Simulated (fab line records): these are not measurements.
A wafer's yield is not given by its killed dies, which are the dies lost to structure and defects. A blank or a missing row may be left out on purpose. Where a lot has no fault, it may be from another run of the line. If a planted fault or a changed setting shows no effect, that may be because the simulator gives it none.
Comparing a struck lot with a sound one | flow sky130 | 38 steps out of a route of 708
Sound: the wafers L724.1, L724.3, L724.6. Wafers struck: L714.2, L714.4, L714.5. The cause is given at the end.
Each step with rows lists, per side, the tool, then ch with its chambers, then its first start. Under that, the readings that differ: sound wafers | struck wafers | difference of the means | sigmas: that difference in standard deviations of wafers without a fault.
alike: readings with means less than 2 such deviations apart, plus words and numbers identical on both sides. not compared: withheld readings, readings lacking a value on some wafer, bounds such as >300 that could conceal the same value, and numbers that have no deviation in the record and whose values overlap.
Wherever a step has rows on one side only, a row that says differs or no value, or a row with sigmas, the two part there. Non-overlapping numbers with no deviation appear without sigmas and do not part them. Lack of a reading on every wafer of one side parts them only where that side has two or more wafers.

first, 10 steps without rows for these wafers: SKY_RES_PROTECT_DEHYDRATE_00 (time 60 s); SKY_RES_PROTECT_HMDS_01 (prime time 60 s); SKY_RES_PROTECT_COAT_02 (resist thk 1140 nm); SKY_RES_PROTECT_SOFTBAKE_03 (time 60 s); SKY_RES_PROTECT_EXPOSE_04 (exposes mask RPM, target cd 1270 nm); SKY_RES_PROTECT_PEB_05; SKY_RES_PROTECT_DEVELOP_06 (develop time 60 s); SKY_POLY_GATE_IMPLANT_02; SKY_RES_PROTECT_STRIP_07 (strips in O2/N2); SKY_RES_PROTECT_CLEAN_09 (cleans in SC1/SC2, time 150 s).
SKY_POLY_GATE_CVD_03: deposits Si3N4 from DCS/NH3, target thk 75 nm, time 1290 s.
  sound on lpcvd-02 ch 0, day 23 10:55; struck on lpcvd-02 ch 1, day 20 06:22
  reading                                     | sound             | struck            | difference | sigmas
  spike-tc-centre-C (C)                       | 773.5 772.1 773.3 | 803.4 804.6 804.9 | +31.3      | +31
  spike-tc-lower-C (C)                        | 771.8 771.6 773.3 | 763.4 765.0 762.1 | -8.7       | -5
  spike-tc-upper-C (C)                        | 769.1 770.5 771.5 | 765.1 766.1 764.6 | -5.1       | -5
  zone-power-centre-pct (%)                   | 12.70 12.95 12.69 | 21.71 21.83 21.57 | +8.92      | +50
  zone-power-lower-pct (%)                    | 13.46 13.24 13.34 | 8.96 8.76 8.87    | -4.48      | -32
  zone-power-upper-pct (%)                    | 13.4 13.6 13.9    | 7.5 7.5 7.5       | -6.1       | -7
  model.Si3N4_of_POLY_GATE_CVD_03.thk-nm (nm) | 75.21 75.41 74.91 | 97.78 98.81 97.46 | +22.84     |
  alike: pressure-mtorr, spike-tc-top-C
SKY_POLY_GATE_THK_MEAS_04:
  sound on film-metro-01, day 23 12:16; struck on film-metro-03, day 20 07:44
  reading                   | sound          | struck         | difference | sigmas
  POLY_GATE_CVD_03_THK (nm) | 75.3 75.4 75.0 | 97.8 98.9 97.4 | +22.8      | +36
then, 9 steps without rows for these wafers: SKY_POLY_GATE_DEHYDRATE_05 (time 60 s); SKY_POLY_GATE_HMDS_06 (prime time 60 s); SKY_POLY_GATE_COAT_07 (resist thk 110 nm); SKY_POLY_GATE_COAT_08 (resist thk 450 nm); SKY_POLY_GATE_SOFTBAKE_09 (time 90 s); SKY_POLY_GATE_EXPOSE_10 (exposes mask P1M, target cd 150 nm); SKY_POLY_GATE_PEB_11; SKY_POLY_GATE_DEVELOP_12 (develop time 60 s); SKY_POLY_GATE_ETCH_15 (etches BARC in N2/H2, stops on SiO2, time 118.5 s, target depth 110 nm).
SKY_POLY_GATE_ETCH_16: etches Si3N4 in CH3F/O2, stops on poly-Si, time 147.5 s, target depth 75 nm.
  sound on rie-diel-03 ch 0,1,2, day 24 18:34; struck on rie-diel-04 ch 0,1,3, day 21 14:47
  reading                  | sound             | struck            | difference | sigmas
  oes-product-au (a.u.)    | 0.640 0.639 0.640 | 0.722 0.722 0.717 | +0.081     | +16
  model.etch.depth-nm (nm) | 75.21 75.41 74.91 | 97.78 98.81 97.46 | +22.84     |
  alike: ch3f-flow-sccm, drypump-motor-current-A, throttle-valve-pct
  not compared: rf-hours-counter-h
then, 13 steps without rows for these wafers: SKY_POLY_GATE_ETCH_17 (etches poly-Si in HBr/Cl2, stops on SiO2, target depth 180 nm, time 70.5 s); SKY_POLY_GATE_STRIP_18 (strips in O2/N2); SKY_POLY_GATE_CLEAN_19 (cleans in SC1/SC2, time 150 s); SKY_POLY_GATE_OXIDATION_20 (stabilise 600 s, purge 300 s, target thk 4 nm); SKY_LDD_N_DEHYDRATE_00 (time 60 s); SKY_LDD_N_HMDS_01 (prime time 60 s); SKY_LDD_N_COAT_02 (resist thk 300 nm); SKY_LDD_N_SOFTBAKE_03 (time 60 s); SKY_LDD_N_EXPOSE_04 (exposes mask NTM, target cd 840 nm); SKY_LDD_N_PEB_05; SKY_LDD_N_DEVELOP_06 (develop time 60 s); SKY_LDD_N_IMPLANT_08; SKY_LDD_N_IMPLANT_09.
-- record jumps: 6 days separate the struck wafers' starts on either side; left off in module LDD_N, taken up again in module LDD_LDN, whose first shown step is the route's number 303 --
SKY_LDD_LDN_CLEAN_14: cleans in SC1/SC2, time 150 s.
  sound on wet-bench-02 ch 1, day 30 22:58; struck on wet-bench-04 ch 1, day 27 23:20
  reading                                     | sound             | struck            | difference | sigmas
  model.Si3N4_of_POLY_GATE_CVD_03.thk-nm (nm) | 75.07 75.28 74.77 | 97.64 98.68 97.32 | +22.84     |
  alike: temp-c
SKY_POLY_CUT_ETCH_11: etches Si3N4 in CF4/CH2F2/Ar, stops on poly-Si, time 42.5 s, target depth 60 nm.
  sound on rie-diel-03 ch 0,1,2, day 32 04:23; struck on rie-diel-01 ch 1,3, day 29 04:46
  reading                              | sound             | struck            | difference | sigmas
  oes-product-au (a.u.)                | 0.829 0.831 0.823 | 0.966 0.970 0.965 | +0.139     | +24
  model.POLY_CUT.feature-depth-nm (nm) | 62.28 62.36 62.1  | 80.58 81.05 80.34 | +18.41     |
  model.etch.depth-nm (nm)             | 62.28 62.35 62.1  | 80.58 81.05 80.34 | +18.41     |
  alike: drypump-motor-current-A, throttle-valve-pct
  not compared: rf-hours-counter-h
-- record jumps: 20 days separate the struck wafers' starts on either side; left off in module POLY_CUT, taken up again in module PAD_OPEN, whose first shown step is the route's number 708 --
SKY_PAD_OPEN_PROBE_99:
  sound on prober-01, day 51 03:57; struck on prober-01, day 49 04:16
  reading                             | sound             | struck          | difference | sigmas
  model.etest.cap-li-to-poly.c-af-um2 | 98.31 95.38 96.06 | 107.8 104.8 102 | +8.3       |

== WHERE THEY PART ==
At SKY_POLY_GATE_CVD_03 first; at SKY_POLY_CUT_ETCH_11 last (within this record only).

WHY: whatever the simulator had introduced
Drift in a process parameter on lpcvd-02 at SKY_POLY_GATE_CVD_03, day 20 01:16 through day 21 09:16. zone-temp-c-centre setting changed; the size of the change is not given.
